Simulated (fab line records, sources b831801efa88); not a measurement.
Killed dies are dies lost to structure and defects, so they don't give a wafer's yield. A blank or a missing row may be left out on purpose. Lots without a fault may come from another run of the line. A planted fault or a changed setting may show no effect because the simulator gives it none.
Which tool did it? | flow sky130 | 12 lots, 36 wafers sampled, at 3 steps of a route of 708

WHAT THE GAUGES READ, wafer by wafer
SKY_VIA2_BOW_MEAS_03.
lot  | measured     | on            | VIA2_BOW (um)
L075 | day 36 18:58 | film_metro-03 | 80 84 86
L076 | day 37 11:24 | film_metro-04 | 65 84 78
L079 | day 38 00:49 | film_metro-02 | 88 80 89
L081 | day 38 16:47 | film_metro-02 | 81 81 71
L083 | day 39 08:23 | film_metro-02 | 81 85 89
L085 | day 39 21:48 | film_metro-04 | 93 78 88
L087 | day 40 17:19 | film_metro-03 | 99 75 91
L089 | day 41 04:22 | film_metro-02 | 84 91 105
L091 | day 41 10:01 | film_metro-04 | 99 89 86
L093 | day 42 01:19 | film_metro-04 | 87 85 83
L096 | day 42 11:26 | film_metro-04 | 93 96 90
L097 | day 42 20:50 | film_metro-03 | 82 97 94

WHICH TOOL RAN EACH LOT (tool, then ch and the chambers of the sampled wafers, then the start)
lot  | SKY_SD_P_STRIP_10                    | SKY_CONTACT_CMP_27
L075 | plasma_asher-01 ch 0,1, day 27 01:07 | cmp-01 ch 1,2,3, day 33 04:38
L076 | plasma_asher-01 ch 0,1, day 27 16:08 | cmp-01 ch 0,1,2, day 33 21:40
L079 | plasma_asher-02 ch 0,1, day 28 10:58 | cmp-01 ch 0,1, day 34 11:10
L081 | plasma_asher-04 ch 0,1, day 28 23:35 | cmp-01 ch 1,2, day 35 02:57
L083 | plasma_asher-04 ch 0,1, day 29 17:35 | cmp-02 ch 1,2,3, day 35 18:10
L085 | plasma_asher-01 ch 0,1, day 30 12:05 | cmp-02 ch 1,2,3, day 36 10:46
L087 | plasma_asher-04 ch 0,1, day 31 04:59 | cmp-01 ch 0,3, day 37 05:29
L089 | plasma_asher-01 ch 0,1, day 31 18:07 | cmp-01 ch 2,3, day 37 16:52
L091 | plasma_asher-01 ch 1, day 32 04:28   | cmp-02 ch 0,2, day 38 00:55
L093 | plasma_asher-02 ch 0,1, day 32 21:07 | cmp-02 ch 2,3, day 38 16:22
L096 | plasma_asher-02 ch 0,1, day 33 11:17 | cmp-02 ch 1,2, day 39 06:02
L097 | plasma_asher-02 ch 0,1, day 33 21:01 | cmp-01 ch 0,1,3, day 39 15:33
- SKY_SD_P_STRIP_10: strips in O2/N2.
- SKY_CONTACT_CMP_27: polishes, stops on SiO2, t overpolish 15 s, target thk 0 nm.

THE ANSWER, worked out from the rows above alone
Rule: what is usual is taken from the lots themselves. Put in order of their means at a reading, lots are off if they are a third of the lots or fewer, leave a main group of 4 or more, and stand apart from it by a gap of 3 or more times the standard deviation of the main group's means; of several such gaps the widest counts. A main group whose means are all the same, to the digits that the tables above print for the reading, isn't used. A lot without any number at a reading at which 4 lots or more have one is off too. The other lots that the step has rows for count as sound.
No lot is off at any reading shown: from this, nothing can be told.

WHAT THE SIMULATOR HAD PUT IN
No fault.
